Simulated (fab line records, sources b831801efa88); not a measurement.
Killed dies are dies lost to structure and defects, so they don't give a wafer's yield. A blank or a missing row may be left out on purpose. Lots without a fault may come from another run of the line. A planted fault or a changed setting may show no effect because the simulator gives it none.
Which tool did it? | flow sky130 | 13 lots, 39 wafers sampled, at 4 steps of a route of 708

WHAT THE GAUGES READ, wafer by wafer
SKY_SD_N_RS_MEAS_18: measures by four-point-probe. Usual: RES_XHIGH_RS 333.3 ohm/sq, standard deviation 1.3.
lot  | measured     | on            | RES_XHIGH_RS (ohm/sq) | flag
L297 | day 27 18:21 | film_metro-02 | 335.6 334.8 334.3     |
L299 | day 28 15:29 | film_metro-03 | 335.3 334.9 335.5     |
L302 | day 29 19:48 | film_metro-03 | 331.5 333.4 332.7     |
L303 | day 30 07:00 | film_metro-03 | 331.5 332.3 333.3     |
L304 | day 31 07:46 | film_metro-02 | 334.3 333.4 333.7     |
L311 | day 33 08:36 | film_metro-04 | 333.0 332.5 332.4     |
L312 | day 33 11:40 | film_metro-03 | 332.7 333.4 333.2     |
L314 | day 33 16:25 | film_metro-03 | 332.2 332.1 332.2     |
L313 | day 33 19:38 | film_metro-03 | 333.7 333.9 334.6     |
L315 | day 34 18:23 | film_metro-04 | 332.4 333.8 332.5     |
L316 | day 35 00:28 | film_metro-04 | 333.2 332.7 331.5     |
L317 | day 35 01:36 | film_metro-03 | 331.1 332.3 331.7     |
L319 | day 35 06:29 | film_metro-04 | 334.5 334.8 333.5     |

SKY_PAD_OPEN_BOW_MEAS_13. Usual: PAD_OPEN_BOW 49 um, standard deviation 8.4.
lot  | measured     | on            | PAD_OPEN_BOW (um) | flag
L297 | day 45 14:07 | film_metro-01 | 41 35 48          |
L299 | day 46 04:29 | film_metro-03 | 59 42 45          |
L302 | day 47 01:04 | film_metro-01 | 47 49 40          |
L303 | day 47 10:28 | film_metro-04 | 45 50 58          |
L304 | day 48 01:58 | film_metro-04 | 60 44 57          |
L311 | day 49 11:25 | film_metro-03 | 54 54 37          |
L312 | day 49 17:05 | film_metro-04 | 41 31 43          |
L314 | day 49 20:48 | film_metro-01 | 41 54 52          |
L313 | day 49 22:16 | film_metro-03 | 50 56 64          |
L315 | day 50 11:10 | film_metro-04 | 41 60 48          |
L316 | day 50 16:32 | film_metro-01 | 40 34 36          |
L317 | day 50 16:43 | film_metro-03 | 65 50 54          |
L319 | day 50 21:03 | film_metro-03 | 51 52 54          |

WHICH TOOL RAN EACH LOT (tool, then ch and the chambers of the sampled wafers, then the start)
lot  | SKY_VIA2_CMP_02               | SKY_METAL5_SPUTTER_01
L297 | cmp-01 ch 1,3, day 35 01:21   | pvd_sputter-04, day 42 15:19
L299 | cmp-02 ch 0,1,2, day 35 18:34 | pvd_sputter-04, day 43 08:34
L302 | cmp-02 ch 1,2,3, day 36 21:59 | pvd_sputter-01, day 44 07:58
L303 | cmp-02 ch 1,2,3, day 37 09:32 | pvd_sputter-01, day 44 18:24
L304 | cmp-02 ch 0,1,2, day 38 06:01 | pvd_sputter-01, day 45 11:59
L311 | cmp-01 ch 0,1,2, day 40 03:56 | pvd_sputter-03, day 47 00:04
L312 | cmp-01 ch 0,1,3, day 40 06:21 | pvd_sputter-03, day 47 04:20
L314 | cmp-01 ch 0,1, day 40 11:41   | pvd_sputter-04, day 47 09:29
L313 | cmp-01 ch 0,1,3, day 40 14:01 | pvd_sputter-01, day 47 10:01
L315 | cmp-02 ch 2,3, day 41 10:59   | pvd_sputter-01, day 48 03:16
L316 | cmp-02 ch 0,1,2, day 41 16:37 | pvd_sputter-01, day 48 08:10
L317 | cmp-02 ch 0,1, day 41 18:53   | pvd_sputter-04, day 48 08:28
L319 | cmp-01 ch 0,1, day 41 22:52   | pvd_sputter-03, day 48 14:11
- SKY_VIA2_CMP_02: polishes SiO2.
- SKY_METAL5_SPUTTER_01: material TiN, target thk 20 nm, time 16.7 s.

WHAT THE TOOLS THEMSELVES READ (means of the sampled wafers that have a number; where no wafer has one, the mark that the record gives instead)
SKY_VIA2_CMP_02. Usual: motor_current_A 11.7 A, standard deviation 0.78.
lot  | tool   | motor_current_A (A) | flag
L297 | cmp-01 | 12.1                |
L299 | cmp-02 | 11.9                |
L302 | cmp-02 | 11.1                |
L303 | cmp-02 | 11.4                |
L304 | cmp-02 | 12.2                |
L311 | cmp-01 | 11.6                |
L312 | cmp-01 | 11.5                |
L314 | cmp-01 | 11.5                |
L313 | cmp-01 | 11.5                |
L315 | cmp-02 | 11.7                |
L316 | cmp-02 | 11.5                |
L317 | cmp-02 | 11.5                |
L319 | cmp-01 | 11.6                |

SKY_METAL5_SPUTTER_01. Usual: throttle_valve_pct 29.7 %, standard deviation 0.83.
lot  | tool           | throttle_valve_pct (%) | flag
L297 | pvd_sputter-04 | 29.4                   |
L299 | pvd_sputter-04 | 30.4                   |
L302 | pvd_sputter-01 | 29.6                   |
L303 | pvd_sputter-01 | 29.3                   |
L304 | pvd_sputter-01 | 29.8                   |
L311 | pvd_sputter-03 | 29.5                   |
L312 | pvd_sputter-03 | 29.4                   |
L314 | pvd_sputter-04 | 30.5                   |
L313 | pvd_sputter-01 | 30.1                   |
L315 | pvd_sputter-01 | 29.9                   |
L316 | pvd_sputter-01 | 29.7                   |
L317 | pvd_sputter-04 | 30.0                   |
L319 | pvd_sputter-03 | 30.1                   |

THE ANSWER, worked out from the rows above alone
Rule: a lot is off if the mean of its wafers that have a number lies more than 3 standard deviations from the usual mean. A lot without any number at a reading at which 4 lots or more have one is off too. The other lots that the step has rows for count as sound. The gauges are gone through in route order, then the tools' own readings, and for those a lot's mean is taken as printed above. The first step at which some lot is off is used, and at that step the reading that is off furthest; a lot without a number counts as furthest.
No lot is off at any reading shown: from this, nothing can be told.

WHAT THE SIMULATOR HAD PUT IN
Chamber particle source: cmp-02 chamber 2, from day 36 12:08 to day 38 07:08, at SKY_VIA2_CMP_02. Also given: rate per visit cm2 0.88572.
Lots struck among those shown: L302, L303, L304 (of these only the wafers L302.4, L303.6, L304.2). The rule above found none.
